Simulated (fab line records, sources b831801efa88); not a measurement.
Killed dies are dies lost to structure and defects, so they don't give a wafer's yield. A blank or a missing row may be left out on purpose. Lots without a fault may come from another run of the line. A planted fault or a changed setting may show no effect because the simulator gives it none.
Tool commonality check | flow gf180mcu | 12 lots, 36 wafers sampled

WHY IT WAS OPENED
At GF_DUAL_GATE_THK_MEAS_03 the reading DUAL_GATE_OXIDATION_00_THK is flagged on 2 of 12 lots. Wafers without a fault read 10.79 nm, standard deviation 0.21.
Rule: a lot is flagged when every wafer of it that has a number lies more than 4 standard deviations from that mean, or none has a number. The other lots count as sound.

lot  | measured     | on            | DUAL_GATE_OXIDATION_00_THK (nm), wafer by wafer | flag
L531 | day 7 21:58  | film_metro-03 | 10.97 11.04 11.14                               |
L533 | day 8 11:31  | film_metro-03 | 10.53 10.47 10.74                               |
L535 | day 9 03:44  | film_metro-04 | 10.89 10.90 10.76                               |
L536 | day 9 14:28  | film_metro-02 | 10.67 10.76 10.74                               |
L537 | day 9 15:57  | film_metro-02 | 10.98 11.03 10.99                               |
L538 | day 10 01:47 | film_metro-04 | 12.03 12.08 12.21                               | FLAGGED
L539 | day 10 14:49 | film_metro-04 | 12.03 11.89 11.95                               | FLAGGED
L549 | day 13 01:54 | film_metro-02 | 10.96 11.19 11.07                               |
L550 | day 13 09:04 | film_metro-02 | 10.76 10.98 10.89                               |
L551 | day 13 15:07 | film_metro-02 | 10.63 10.77 10.52                               |
L552 | day 13 22:28 | film_metro-02 | 10.60 10.70 10.73                               |
L553 | day 14 08:17 | film_metro-04 | 11.00 11.01 11.11                               |
The numbers of the flagged lots are 12.03 nm on average: +1.24 nm against the usual, or +6 standard deviations.

WHICH TOOL RAN EACH LOT
The record holds 1 process step before the reading, out of a route of 602 steps. In each cell: the tool, then ch and the chambers that the sampled wafers went through, then the start.
lot  | flag    | GF_DUAL_GATE_OXIDATION_02
L531 |         | furnace-02 ch 0, day 7 20:31
L533 |         | furnace-01 ch 0, day 8 10:04
L535 |         | furnace-02 ch 0, day 9 02:17
L536 |         | furnace-01 ch 0, day 9 13:01
L537 |         | furnace-02 ch 0, day 9 14:31
L538 | FLAGGED | furnace-01 ch 0, day 10 00:20
L539 | FLAGGED | furnace-01 ch 0, day 10 13:22
L549 |         | furnace-02 ch 0, day 13 00:28
L550 |         | furnace-02 ch 0, day 13 07:36
L551 |         | furnace-02 ch 0, day 13 13:41
L552 |         | furnace-01 ch 0, day 13 21:00
L553 |         | furnace-02 ch 0, day 14 06:49
What these steps do:
- GF_DUAL_GATE_OXIDATION_02: stabilise 600 s, purge 300 s, target thk 10.887 nm.
- GF_DUAL_GATE_THK_MEAS_03

FLAGGED OVER TOTAL, TOOL BY TOOL (the gauges that took the reading come last)
step                      | tool          | lots run | flagged | share of the flagged lots | sound lots run after its first flagged lot
GF_DUAL_GATE_OXIDATION_02 | furnace-01    | 5        | 2       | all                       | 1 (L552)
GF_DUAL_GATE_OXIDATION_02 | furnace-02    | 7        | 0       | none                      | -
GF_DUAL_GATE_THK_MEAS_03  | film_metro-02 | 6        | 0       | none                      | -
GF_DUAL_GATE_THK_MEAS_03  | film_metro-03 | 2        | 0       | none                      | -
GF_DUAL_GATE_THK_MEAS_03  | film_metro-04 | 4        | 2       | all                       | 1 (L553)

WHAT THE TABLE ALLOWS
2 rows of the table ran every flagged lot: furnace-01 at GF_DUAL_GATE_OXIDATION_02, film_metro-04 at GF_DUAL_GATE_THK_MEAS_03.
- furnace-01 at GF_DUAL_GATE_OXIDATION_02: 2 of its 5 lots flagged. Sound lots ran on it after the first flagged one (L552), which a lasting fault on the whole tool wouldn't allow.
- film_metro-04 at GF_DUAL_GATE_THK_MEAS_03: 2 of its 4 lots flagged. Sound lots ran on it after the first flagged one (L553), which a lasting fault on the whole tool wouldn't allow.
No row of the table ran every flagged lot and no sound lot after the first.

WHAT THE SIMULATOR HAD PUT IN
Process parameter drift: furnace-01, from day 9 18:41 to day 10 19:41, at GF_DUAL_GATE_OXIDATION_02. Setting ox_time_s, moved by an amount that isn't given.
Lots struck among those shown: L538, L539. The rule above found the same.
